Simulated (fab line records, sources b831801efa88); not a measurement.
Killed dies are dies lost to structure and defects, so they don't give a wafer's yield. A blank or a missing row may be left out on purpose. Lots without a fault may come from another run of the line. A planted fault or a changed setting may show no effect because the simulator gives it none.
Problem report in the 8D (eight disciplines) form, filled by code | flow sky130 | the parts of the form that need people (team, actions taken, sign-off) are left out

1. THE PROBLEM
run_length_s at SKY_FIELD_ISO_ETCH_17 reads a mean of 129.3 s on 2 wafers of 2 lots; wafers without a fault read 125.8 s with a standard deviation of 0.37. That is +9.6 standard deviations from the usual mean.
The step: etches Si in HBr/Cl2/O2, target depth 342 nm, time 97.7 s.
First seen on wafer L186.4, day 5 07:05, on rie_si-02. The record holds 18 wafers of 6 lots with a number at this step. Rule for "out", or "out of limits": more than 4 standard deviations from the usual mean. The other wafers with a number count as sound.

2. WHAT IT IS AND WHAT IT IS NOT
question                    | is               | is not
which readings at this step | run_length_s     | O2_flow_sccm, drypump_motor_current_A, oes_product_au
which lots                  | L186, L187       | L172, L179, L192, L194
which wafers of those lots  | L186.4, L187.3   | L186.2, L186.6, L187.5, L187.6
read on which tools         | rie_si-02        | rie_si-01
when                        | from day 5 07:05 | up to then (8 sound wafers); but 8 sound wafers of L187, L192, L194 came after

3. SUSPECTS, AND WHAT RULES EACH OUT
Counting: a tool at a process step up to the reading stays a suspect if it ran every lot that is out. Sound lots after the first of them don't rule it out here, since some wafers of a struck lot are sound.
- rie_diel-02 at SKY_FIELD_ISO_ETCH_14 (etches BARC in N2/H2, stops on SiO2, time 45.9 s, target depth 60 nm): kept. It ran every lot that is out, first L186 (day 5 06:53).
- rie_diel-02 at SKY_FIELD_ISO_ETCH_15 (etches the open film in CHF3/O2, stops on Si, target depth 180 nm, time 72 s): kept. It ran every lot that is out, first L186 (day 5 06:55).
- plasma_asher-01 at SKY_FIELD_ISO_STRIP_16 (strips in O2/N2): kept. It ran every lot that is out, first L186 (day 5 06:59).
- rie_si-02 at SKY_FIELD_ISO_ETCH_17 (etches Si in HBr/Cl2/O2, target depth 342 nm, time 97.7 s): kept. It ran every lot that is out, first L186 (day 5 07:05); its last sound lot up to then is L179 (day 3 18:30). Its own readings are out on those wafers: run_length_s.
- Within rie_diel-02 at SKY_FIELD_ISO_ETCH_14: the wafers that are out ran in chamber 1; their sound lot-mates ran in chambers 2, 3.
- Within rie_diel-02 at SKY_FIELD_ISO_ETCH_15: the wafers that are out ran in chamber 1; their sound lot-mates ran in chambers 2, 3.
- Within rie_si-02 at SKY_FIELD_ISO_ETCH_17: the wafers that are out ran in chamber 3; their sound lot-mates ran in chambers 0, 1.
Left after counting: rie_diel-02 at SKY_FIELD_ISO_ETCH_14, rie_diel-02 at SKY_FIELD_ISO_ETCH_15, plasma_asher-01 at SKY_FIELD_ISO_STRIP_16, rie_si-02 at SKY_FIELD_ISO_ETCH_17.

4. THE CAUSE (what the simulator had put in)
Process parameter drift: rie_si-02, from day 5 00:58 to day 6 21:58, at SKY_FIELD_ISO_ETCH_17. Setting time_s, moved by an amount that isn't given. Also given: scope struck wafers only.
Counting left 4 suspects, and this tool is among them.

5. THE CHAIN OF EFFECTS, in route order
Each row: a reading whose mean over the struck wafers that have a number lies more than 3 standard deviations from the usual. Only readings for which the record gives a usual standard deviation are gone through. hours: the time from each lot's start at the first step in this table that gives one to its start at this step, as a median over the lots. sigmas: the change in usual standard deviations.
hours | step                  | reading      | usual   | on struck wafers | change | sigmas
0     | SKY_FIELD_ISO_ETCH_17 | run_length_s | 125.8 s | 129.3            | +3.5   | +9.6
The process steps in it:
- SKY_FIELD_ISO_ETCH_17: etches Si in HBr/Cl2/O2, target depth 342 nm, time 97.7 s.

6. WHAT WOULD HAVE CAUGHT IT SOONER
In this record the first reading out of limits was taken at day 5 07:05, 6 hours after the fault began at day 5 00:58.
